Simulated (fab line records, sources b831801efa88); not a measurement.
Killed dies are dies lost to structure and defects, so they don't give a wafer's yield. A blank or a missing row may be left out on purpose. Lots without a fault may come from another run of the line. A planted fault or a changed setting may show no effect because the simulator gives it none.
Split-lot experiment | flow gf180mcu | 5 lots, 23 wafers read, on a route of 602 steps

THE SPLIT
At GF_LVPWELL_COAT_02 (resist thk 3000 nm), the setting spin_rpm was moved away from the recipe's 2000 rpm on 9 of the 23 wafers read, by -6.1% to -4.1%. The other wafers ran this setting at the recipe's value.

The reading is taken at the split's own step.

THE READING
coat_of_LVPWELL_COAT_02.thk_nm (the simulator's own value, which no gauge read), in nm, at GF_LVPWELL_COAT_02 (resist thk 3000 nm). The file gives no usual value for it. The 14 wafers here that ran the recipe average 3002 nm, standard deviation 9.6 nm.

wafer  | tool, chamber at the split | spin_rpm as run, rpm | against the recipe | coat_of_LVPWELL_COAT_02.thk_nm, nm | against lot-mates on the recipe
L074.2 | litho_track-04, 0          | 2000                 | recipe             | 3009                               | -
L074.3 | litho_track-04, 0          | 2000                 | recipe             | 3014                               | -
L074.4 | litho_track-04, 0          | 2000                 | recipe             | 3017                               | -
L074.5 | litho_track-04, 0          | 2000                 | recipe             | 3016                               | -
L074.6 | litho_track-04, 0          | 2000                 | recipe             | 3010                               | -
L075.1 | litho_track-02, 0          | 1918                 | -4.1%              | 3068                               | +66
L075.4 | litho_track-02, 0          | 1918                 | -4.1%              | 3068                               | +66
L075.2 | litho_track-02, 0          | 2000                 | recipe             | 3002                               | -
L075.5 | litho_track-02, 0          | 2000                 | recipe             | 3002                               | -
L075.3 | litho_track-02, 0          | 1918                 | -4.1%              | 3071                               | +69
L076.2 | litho_track-02, 0          | 2000                 | recipe             | 2988                               | -
L076.5 | litho_track-02, 0          | 2000                 | recipe             | 2994                               | -
L076.6 | litho_track-02, 0          | 2000                 | recipe             | 2996                               | -
L080.1 | litho_track-01, 0          | 1905                 | -4.7%              | 3069                               | +76
L080.2 | litho_track-01, 0          | 1905                 | -4.7%              | 3076                               | +82
L080.3 | litho_track-01, 0          | 2000                 | recipe             | 2989                               | -
L080.4 | litho_track-01, 0          | 2000                 | recipe             | 2998                               | -
L080.5 | litho_track-01, 0          | 1905                 | -4.7%              | 3075                               | +82
L085.1 | litho_track-02, 0          | 1878                 | -6.1%              | 3092                               | +97
L085.2 | litho_track-02, 0          | 1878                 | -6.1%              | 3091                               | +96
L085.4 | litho_track-02, 0          | 2000                 | recipe             | 2999                               | -
L085.5 | litho_track-02, 0          | 1878                 | -6.1%              | 3095                               | +100
L085.6 | litho_track-02, 0          | 2000                 | recipe             | 2991                               | -

THE FIT
A straight line over all 23 wafers: coat_of_LVPWELL_COAT_02.thk_nm changes by -15.2 nm for each +1% of spin_rpm; r = -0.98; the points scatter about the line by 8.2 nm.
The same after taking each lot's own level away (the mean of its wafers on the recipe; 23 wafers): -16.3 nm for each +1%; r = -1.00; scatter 3.3 nm.
On that fit, the largest move of spin_rpm shifts the reading by 99 nm.
The lots' own levels span 2992.7 to 3013.2 nm, that is 2.1 times the standard deviation above.
So the lot-to-lot level changes the slope little: the two slopes agree.
Check: with one of the wafers moved furthest among these (-6.1%) left out of the fit, the line predicts +100 nm for it against its lot-mates. It came out at +97 nm against them.

OTHER SPLITS ON THESE WAFERS
These wafers also went through other splits before the reading. Each is held against what the fit with the lots' levels taken away leaves over:
other split on the same wafers | wafers away from the commonest value | r with coat_of_LVPWELL_COAT_02.thk_nm (lot level and that fit taken away)
GF_STI_CVD_03 time_s           | 18                                   | +0.22
GF_STI_PEB_10 peb_temp_c       | 7                                    | -0.05
GF_STI_ETCH_13 time_s          | 7                                    | -0.21
GF_STI_WET_ETCH_26 time_s      | 15                                   | -0.15
GF_DNWELL_COAT_02 spin_rpm     | 9                                    | -0.05
GF_DNWELL_IMPLANT_07 dose_cm2  | 6                                    | -0.13
GF_NWELL_STRIP_10 o2_flow_sccm | 10                                   | -0.08

THE WHOLE CHAIN: every reading that the file lists as answering this split, in the file's order
step                | what it does       | reading                                                                         | change (the file's fit)              | r (the file's)
GF_LVPWELL_COAT_02  | resist thk 3000 nm | coat_of_LVPWELL_COAT_02.thk_nm (the simulator's own value, which no gauge read) | -16.3 nm for each +1% of the setting | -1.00
GF_LVPWELL_STRIP_10 | strips in O2/N2    | strip_time_to_endpoint_s                                                        | withheld for each +1% of the setting | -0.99

THE FILE'S OWN FIT
coat_of_LVPWELL_COAT_02.thk_nm changes by -16.3 nm for each +1% of spin_rpm, r = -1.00.
